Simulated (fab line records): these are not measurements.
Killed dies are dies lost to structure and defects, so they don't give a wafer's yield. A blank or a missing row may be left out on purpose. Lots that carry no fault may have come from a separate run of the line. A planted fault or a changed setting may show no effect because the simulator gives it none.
What tool caused it?	flow gf180mcu	72 wafers from 24 lots sampled at 6 of the route's 602 steps

## WHAT THE GAUGES READ, wafer by wafer
GF_MIM_THK_MEAS_06.
lot	measured	on	MIM_CVD_05_THK (nm)
L074	day 25 02:37	film-metro-04	41.8 41.8 42.2
L075	day 25 03:15	film-metro-02	41.5 41.7 42.6
L076	day 25 14:43	film-metro-04	41.1 42.1 42.1
L077	day 25 20:11	film-metro-04	41.3 42.0 41.8
L078	day 26 00:24	film-metro-03	41.4 42.5 42.0
L079	day 26 03:10	film-metro-04	41.3 42.0 42.0
L080	day 26 16:08	film-metro-04	41.7 42.8 42.9
L081	day 26 21:30	film-metro-03	42.2 42.1 43.2
L082	day 27 08:04	film-metro-04	41.9 42.5 42.0
L083	day 28 00:44	film-metro-03	41.9 42.0 41.5
L084	day 28 03:49	film-metro-03	41.4 41.6 41.7
L085	day 28 06:53	film-metro-03	41.2 42.4 42.1
L086	day 28 14:46	film-metro-04	42.4 41.9 42.2
L087	day 29 00:34	film-metro-02	41.9 42.5 42.0
L088	day 29 06:18	film-metro-03	41.2 42.5 42.0
L089	day 29 08:20	film-metro-04	41.5 42.6 42.5
L090	day 29 14:12	film-metro-03	41.5 41.5 42.3
L091	day 29 23:24	film-metro-03	41.9 41.5 41.8
L092	day 30 02:57	film-metro-03	41.8 42.1 42.5
L093	day 30 15:40	film-metro-03	42.2 42.0 43.0
L094	day 30 18:28	film-metro-02	42.2 41.4 42.3
L095	day 31 01:50	film-metro-03	41.6 41.2 41.7
L096	day 31 07:28	film-metro-02	42.0 41.5 42.1
L097	day 31 10:54	film-metro-02	41.9 41.2 42.2

GF_M5_CD_MEAS_07 targets a cd of 280 nm.
lot	measured	on	cd-nm (nm)
L074	day 26 20:35	cd-sem-02	281.1 279.7 280.6
L075	day 26 21:29	cd-sem-02	278.4 279.3 278.8
L076	day 27 08:26	cd-sem-01	277.8 277.3 277.1
L077	day 27 13:11	cd-sem-02	278.2 278.6 278.2
L078	day 27 17:22	cd-sem-01	282.0 281.2 282.3
L079	day 27 20:29	cd-sem-01	280.8 280.1 280.6
L080	day 28 08:49	cd-sem-01	280.5 279.7 280.6
L081	day 28 14:32	cd-sem-01	280.5 280.4 281.7
L082	day 29 01:19	cd-sem-02	277.1 278.9 276.9
L083	day 29 16:05	cd-sem-01	280.4 279.3 279.5
L084	day 29 19:46	cd-sem-02	279.5 279.4 278.4
L085	day 29 22:49	cd-sem-01	279.6 279.1 278.3
L086	day 30 05:26	cd-sem-01	279.7 281.6 280.8
L087	day 30 15:31	cd-sem-02	280.3 280.2 278.9
L088	day 30 19:47	cd-sem-02	279.5 278.4 277.8
L089	day 30 21:52	cd-sem-01	279.8 278.7 278.8
L090	day 31 04:07	cd-sem-01	279.0 279.8 279.3
L091	day 31 12:26	cd-sem-02	279.5 279.1 278.4
L092	day 31 15:43	cd-sem-02	279.1 280.4 279.6
L093	day 32 02:53	cd-sem-01	278.1 278.6 278.8
L094	day 32 06:10	cd-sem-01	279.5 280.4 280.6
L095	day 32 13:05	cd-sem-01	278.1 278.2 279.3
L096	day 32 17:59	cd-sem-02	279.9 280.2 280.8
L097	day 32 21:32	cd-sem-02	281.8 282.2 280.5

GF_V5_OVL_MEAS_15.
lot	measured	on	V5_OVL (nm)
L074	day 27 18:31	overlay-02	2 -13 -11
L075	day 27 19:23	overlay-01	-7 -1 -18
L076	day 28 06:17	overlay-02	-6 1 -10
L077	day 28 11:10	overlay-02	-8 -3 -6
L078	day 28 15:26	overlay-02	1 4 -11
L079	day 28 18:16	overlay-02	-11 6 -1
L080	day 29 05:55	overlay-02	5 7 7
L081	day 29 12:06	overlay-02	1 0 7
L082	day 29 22:17	overlay-02	0 3 -5
L083	day 30 11:50	overlay-01	1 4 5
L084	day 30 15:46	overlay-02	-8 4 7
L085	day 30 19:13	overlay-01	-5 -13 -9
L086	day 31 01:26	overlay-02	1 -9 -2
L087	day 31 11:19	overlay-02	2 6 -3
L088	day 31 14:50	overlay-01	5 -3 6
L089	day 31 16:50	overlay-01	-9 -7 -2
L090	day 31 23:13	overlay-01	-14 -3 3
L091	day 32 07:20	overlay-01	-1 -13 -1
L092	day 32 10:32	overlay-01	-11 -1 -6
L093	day 32 20:51	overlay-01	-7 -1 2
L094	day 32 23:49	overlay-01	-18 -5 -6
L095	day 33 06:38	overlay-01	-5 -4 -6
L096	day 33 11:47	overlay-01	-9 -5 -7
L097	day 33 14:23	overlay-01	-10 -5 -10

## EACH LOT AND THE TOOL THAT RAN IT (in order: tool; ch and the chambers of the sampled wafers; start)
lot	GF_V4_SPUTTER_21	GF_V4_CMP_26	GF_M5_STRIP_11
L074	pvd-sputter-01, day 25 01:40	cmp-01 ch 1,3, day 25 02:06	plasma-asher-02 ch 0,1, day 26 20:53
L075	pvd-sputter-04, day 25 02:19	cmp-01 ch 0,2, day 25 02:42	plasma-asher-01 ch 0,1, day 26 21:50
L076	pvd-sputter-04, day 25 13:41	cmp-02 ch 0,1, day 25 14:11	plasma-asher-04 ch 0,1, day 27 08:44
L077	pvd-sputter-04, day 25 19:08	cmp-02 ch 0,1,3, day 25 19:37	plasma-asher-01 ch 1, day 27 13:29
L078	pvd-sputter-04, day 25 23:28	cmp-02 ch 0,1,3, day 25 23:54	plasma-asher-01 ch 0,1, day 27 17:40
L079	pvd-sputter-01, day 26 02:05	cmp-01 ch 0,1,2, day 26 02:35	plasma-asher-04 ch 0,1, day 27 20:47
L080	pvd-sputter-01, day 26 15:12	cmp-02 ch 2,3, day 26 15:35	plasma-asher-04 ch 0,1, day 28 09:07
L081	pvd-sputter-04, day 26 20:26	cmp-01 ch 0,1,2, day 26 20:58	plasma-asher-01 ch 0,1, day 28 14:50
L082	pvd-sputter-04, day 27 07:07	cmp-02 ch 0,2,3, day 27 07:30	plasma-asher-01 ch 0,1, day 29 01:37
L083	pvd-sputter-01, day 27 23:47	cmp-02 ch 0,2,3, day 28 00:14	plasma-asher-01 ch 0,1, day 29 16:24
L084	pvd-sputter-04, day 28 02:52	cmp-02 ch 1,2,3, day 28 03:16	plasma-asher-02 ch 0,1, day 29 20:03
L085	pvd-sputter-04, day 28 05:56	cmp-02 ch 0,1, day 28 06:20	plasma-asher-04 ch 1, day 29 23:07
L086	pvd-sputter-01, day 28 13:49	cmp-02 ch 0,1, day 28 14:16	plasma-asher-04 ch 0,1, day 30 05:45
L087	pvd-sputter-01, day 28 23:37	cmp-01 ch 0,1,3, day 29 00:07	plasma-asher-04 ch 0,1, day 30 15:50
L088	pvd-sputter-01, day 29 05:20	cmp-02 ch 2,3, day 29 05:47	plasma-asher-04 ch 0,1, day 30 20:13
L089	pvd-sputter-02, day 29 07:23	cmp-02 ch 1,3, day 29 07:46	plasma-asher-01 ch 0,1, day 30 22:09
L090	pvd-sputter-02, day 29 13:16	cmp-01 ch 0,1,2, day 29 13:39	plasma-asher-02 ch 0,1, day 31 04:25
L091	pvd-sputter-01, day 29 22:27	cmp-02 ch 0,2,3, day 29 22:51	plasma-asher-04 ch 0,1, day 31 12:53
L092	pvd-sputter-01, day 30 02:01	cmp-01 ch 0,2,3, day 30 02:24	plasma-asher-04 ch 0,1, day 31 16:01
L093	pvd-sputter-02, day 30 14:43	cmp-01 ch 0,1, day 30 15:10	plasma-asher-04 ch 1, day 32 03:10
L094	pvd-sputter-04, day 30 17:32	cmp-01 ch 0,1,2, day 30 17:55	plasma-asher-01 ch 0,1, day 32 06:28
L095	pvd-sputter-02, day 31 00:50	cmp-02 ch 0,2,3, day 31 01:17	plasma-asher-02 ch 0,1, day 32 13:24
L096	pvd-sputter-04, day 31 06:30	cmp-01 ch 1,2, day 31 06:53	plasma-asher-01 ch 0,1, day 32 18:16
L097	pvd-sputter-04, day 31 09:58	cmp-02 ch 2,3, day 31 10:21	plasma-asher-01 ch 0,1, day 32 21:51
- GF_V4_SPUTTER_21: material Ti, target thk 15 nm, time 80.02 s.
- GF_V4_CMP_26: polishes, stops on SiO2, t overpolish 15 s, target thk 0 nm.
- GF_M5_STRIP_11: strips in O2/N2.

## WHAT THE TOOLS THEMSELVES READ (means of the sampled wafers that have a number; where no wafer has one, the mark that the record gives instead)
GF_V4_SPUTTER_21.
lot	tool	throttle-valve-pct (%)
L074	pvd-sputter-01	29.4
L075	pvd-sputter-04	31.2
L076	pvd-sputter-04	31.1
L077	pvd-sputter-04	30.7
L078	pvd-sputter-04	31.4
L079	pvd-sputter-01	29.8
L080	pvd-sputter-01	29.7
L081	pvd-sputter-04	31.2
L082	pvd-sputter-04	30.9
L083	pvd-sputter-01	29.7
L084	pvd-sputter-04	31.3
L085	pvd-sputter-04	31.0
L086	pvd-sputter-01	29.4
L087	pvd-sputter-01	29.6
L088	pvd-sputter-01	29.5
L089	pvd-sputter-02	30.8
L090	pvd-sputter-02	30.6
L091	pvd-sputter-01	29.5
L092	pvd-sputter-01	29.6
L093	pvd-sputter-02	30.0
L094	pvd-sputter-04	31.2
L095	pvd-sputter-02	30.6
L096	pvd-sputter-04	31.2
L097	pvd-sputter-04	31.0

GF_V4_CMP_26.
lot	tool	motor-current-A (A)	overpolish-run-s (s)	time-to-endpoint-s (s)
L074	cmp-01	10.2	14.995	85.7
L075	cmp-01	10.3	14.992	86.3
L076	cmp-02	10.9	14.992	85.0
L077	cmp-02	11.1	15.004	85.5
L078	cmp-02	11.2	14.997	85.5
L079	cmp-01	10.3	15.005	88.3
L080	cmp-02	11.2	14.999	82.4
L081	cmp-01	10.3	14.998	86.0
L082	cmp-02	10.5	15.002	86.0
L083	cmp-02	11.1	14.997	84.9
L084	cmp-02	10.6	15.005	83.7
L085	cmp-02	10.9	15.002	85.1
L086	cmp-02	11.0	14.996	83.1
L087	cmp-01	10.2	15.002	83.5
L088	cmp-02	10.6	15.005	82.5
L089	cmp-02	10.7	15.007	83.3
L090	cmp-01	10.2	14.996	86.3
L091	cmp-02	11.2	14.996	82.5
L092	cmp-01	9.9	14.999	86.7
L093	cmp-01	10.2	14.996	82.5
L094	cmp-01	10.6	14.992	84.6
L095	cmp-02	10.9	15.001	87.6
L096	cmp-01	10.7	15.004	84.0
L097	cmp-02	10.3	15.003	85.3

GF_M5_STRIP_11.
lot	tool	drypump-motor-current-A (A)	heater-power-w (W)	oes-product-au (a.u.)	strip-time-to-endpoint-s (s)
L074	plasma-asher-02	4.8	349	0.524	7.11
L075	plasma-asher-01	5.4	369	0.523	7.00
L076	plasma-asher-04	6.1	328	0.523	7.01
L077	plasma-asher-01	5.1	381	0.523	6.98
L078	plasma-asher-01	5.4	364	0.524	7.04
L079	plasma-asher-04	5.8	326	0.527	7.09
L080	plasma-asher-04	5.8	326	0.525	7.07
L081	plasma-asher-01	5.4	368	0.521	6.95
L082	plasma-asher-01	5.4	372	0.516	7.04
L083	plasma-asher-01	5.4	372	0.521	6.95
L084	plasma-asher-02	4.9	352	0.521	6.98
L085	plasma-asher-04	6.4	334	0.520	6.93
L086	plasma-asher-04	6.1	328	0.522	7.04
L087	plasma-asher-04	5.8	321	0.525	7.01
L088	plasma-asher-04	5.8	328	0.522	6.97
L089	plasma-asher-01	5.8	348	0.522	6.99
L090	plasma-asher-02	4.8	350	0.522	7.08
L091	plasma-asher-04	5.8	328	0.523	6.97
L092	plasma-asher-04	6.1	337	0.524	7.03
L093	plasma-asher-04	6.4	336	0.522	7.03
L094	plasma-asher-01	5.8	349	0.522	7.00
L095	plasma-asher-02	4.8	342	0.522	6.99
L096	plasma-asher-01	5.4	370	0.521	7.02
L097	plasma-asher-01	5.4	363	0.515	6.95

## THE ANSWER, worked out from the rows above alone
Rule: usual is defined by the lots themselves. The widest of any qualifying gaps counts: lots, ordered by their means at a reading, are off when they make up no more than a third of the lots, leave a main group of 4 or more, and stand apart from it by 3 or more times the standard deviation of that group's means. The tables above print the reading to a certain number of digits; a main group whose means all agree to those digits is not used. A lot without any number at a reading at which 4 lots or more have one is off too. Where the step has rows for the other lots, those lots are counted as sound. Order of review: gauges by route order, followed by the tools' own readings, for which a lot's mean as printed above is used. At the first step where some lot is off, the reading lying furthest off is the one used; lots without a number count as furthest.
Across all readings shown, no lot is off: no conclusion can be drawn from this.

## WHAT THE SIMULATOR PUT IN
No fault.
